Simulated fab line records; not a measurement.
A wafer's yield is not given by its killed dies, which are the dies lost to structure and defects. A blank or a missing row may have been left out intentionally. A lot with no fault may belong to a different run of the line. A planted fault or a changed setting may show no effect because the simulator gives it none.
Chamber matching    flow sky130    SKY_VIA2_CMP_24 on cmp-01 has 4 sister chambers
The step polishes, stops on SiO2, t overpolish 20 s, target thk 0 nm. 4 wafers are shown with their chamber, then 10 later ones without.

WAFERS WITH THEIR CHAMBER
wafer   chamber  motor-current-A (A)
L975.3  2        10.9
L977.6  1        10.8
L981.1  3        11.7
L981.2  0        13.6

WAFERS WHOSE CHAMBER IS MISSING
wafer   motor-current-A (A)
L981.5  11.3
L982.2  11.7
L982.4  11.8
L982.6  11.4
L988.3  11.0
L988.4  11.5
L988.6  11.0
L990.1  11.0
L990.5  10.6
L990.6  9.8

CHAMBER TAKEN BY EACH
wafer    from the rows above            in truth
L981.5   can't be placed: 3 or 2 or 1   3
L982.2   3                              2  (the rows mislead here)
L982.4   3                              3
L982.6   can't be placed: 3 or 2 or 1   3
L988.3   can't be placed: 2 or 1 or 3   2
L988.4   can't be placed: 3 or 2 or 1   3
L988.6   can't be placed: 2 or 1 or 3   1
L990.1   can't be placed: 2 or 1 or 3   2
L990.5   can't be placed: 1 or 2        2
L990.6   can't be placed: 1 or 2        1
1 of 10 placed correctly. Not placeable from these rows: 8 (in 8, the candidates include the true chamber). Number placed wrongly: 1.
How it was worked out, from the rows above alone: a wafer's distance from a chamber is the root of the sum, over the readings, of the square of ((its reading less the chamber's mean) divided by the reading's scatter). If the next closest chamber is less than 2 further off than the closest, the wafer can't be placed; otherwise it belongs to the closest. The mean given for a chamber averages the wafers shown for that chamber. The scatter (one wafer shown for each chamber): square how far every hidden wafer sits from the nearest shown wafer, average those squares and take the square root.
